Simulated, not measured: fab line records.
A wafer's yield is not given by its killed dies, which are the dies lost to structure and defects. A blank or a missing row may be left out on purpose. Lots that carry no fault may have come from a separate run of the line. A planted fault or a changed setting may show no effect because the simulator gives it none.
Problem report, 8D (eight disciplines) form, completed by code    flow sky130    the parts of the form that need people (team, actions taken, sign-off) are left out

## 1. THE ISSUE
METAL1_ALCU_RS at SKY_METAL1_RS_MEAS_05 reads a mean of 0.1221 ohm/sq on 1 wafer of 1 lot; wafers without a fault read 0.1270 ohm/sq with a standard deviation of 0.0011. That puts it -4.5 standard deviations away from the usual mean.
The step: measures by four-point-probe.
First observed at day 35 16:59: wafer L664.3, on film metro-02. At this step, 30 wafers from 10 lots have a number in the record. Rule for "out" (also "out of limits"): further than 4 standard deviations from the usual mean. The rest of the wafers with a number are treated as sound.

## 2. WHAT IT IS, AND WHAT IT ISN'T
question                     is                 is not
which readings at this step  METAL1_ALCU_RS     -
which lots                   L664               L652, L655, L656, L657, L668, L669, L672, L674, L675
which wafers of those lots   L664.3             L664.4, L664.6
read on which gauges         film metro-02      film metro-01, film metro-04
when                         from day 35 16:59  up to then (14 sound wafers); but 15 sound wafers of L668, L669, L672, L674, L675 came after

## 3. THE SUSPECTS, EACH WITH WHAT RULES IT OUT
Counting: a tool at a process step up to the reading stays a suspect if it ran every lot that is out. Sound lots after the first of them don't rule it out here, since some wafers of a struck lot are sound.
- ruled out: the gauge at SKY_METAL1_RS_MEAS_05. All the wafers that are out were read on film metro-02, but those of them that SKY_METAL1_SPUTTER_02 has rows for are out there too, on other tools.
- rie diel-03 at SKY_LI_CONTACT_ETCH_14 (etches BARC in N2/H2, stops on SiO2, time 45.9 s, target depth 60 nm): kept. The lot that is out, L664, ran on it at day 33 07:59; the last sound lot it ran before that was L652, at day 29 01:29.
- pvd sputter-03 at SKY_METAL1_SPUTTER_01 (material TiN, target thk 20 nm, time 16.7 s): kept. The lot that is out, L664, ran on it at day 35 16:50; the last sound lot it ran before that was L657, at day 33 10:10.
- pvd sputter-03 at SKY_METAL1_SPUTTER_02 (material AlCu, target thk 250 nm, time 13.3 s): kept. The lot that is out, L664, ran on it at day 35 16:52; the last sound lot it ran before that was L657, at day 33 10:11. Its own cathode dc power W readings are out on those wafers.
- rie diel-03, SKY_LI_CONTACT_ETCH_14: wafers that are out in chamber 1, sound lot-mates in chambers 0, 2.
Left after counting: rie diel-03 at SKY_LI_CONTACT_ETCH_14, pvd sputter-03 at SKY_METAL1_SPUTTER_01, pvd sputter-03 at SKY_METAL1_SPUTTER_02.

## 4. THE CAUSE (what the simulator had put in)
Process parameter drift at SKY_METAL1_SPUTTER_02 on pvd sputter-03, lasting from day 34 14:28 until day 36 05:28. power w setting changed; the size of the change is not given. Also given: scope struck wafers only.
Of the 3 suspects that counting leaves, this tool is one.

## 5. THE EFFECT CHAIN, in route order
One row per reading whose mean, taken over the struck wafers that have a number, lies over 3 standard deviations from the usual. Readings are gone through only where the record gives a usual standard deviation; hours: the median, over the lots, of the time from a lot's start at the first step in this table giving one to that lot's start at this step; sigmas: the change measured in usual standard deviations.
hours  step                    reading             usual          on struck wafers  change   sigmas
0      SKY_METAL1_SPUTTER_02   cathode dc power W  10600 W        11062             +462     +99 or more
0      SKY_METAL1_RS_MEAS_05   METAL1_ALCU_RS      0.1270 ohm/sq  0.1221            -0.0049  -4.5
0      SKY_METAL1_THK_MEAS_06  METAL1_ALCU_THK     249.2 nm       259.2             +10.0    +3.8
The process steps in it:
- SKY_METAL1_SPUTTER_02: material AlCu, target thk 250 nm, time 13.3 s.

## 6. WHAT WOULD HAVE CAUGHT IT SOONER
In this record the first reading out of limits at a measuring or inspecting step was taken at day 35 16:59, 27 hours after the fault began at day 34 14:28.
At SKY_METAL1_SPUTTER_02, the tool's own readings (cathode dc power W) were out on each struck wafer the step has a row for, so an alarm limit on them would have fired on the first such wafer.
Each of the lots that are out, 1 in all, had begun SKY_METAL1_SPUTTER_02 on pvd sputter-03 no later than day 35 16:59. None of them would have been spared by holding the tool at that moment.
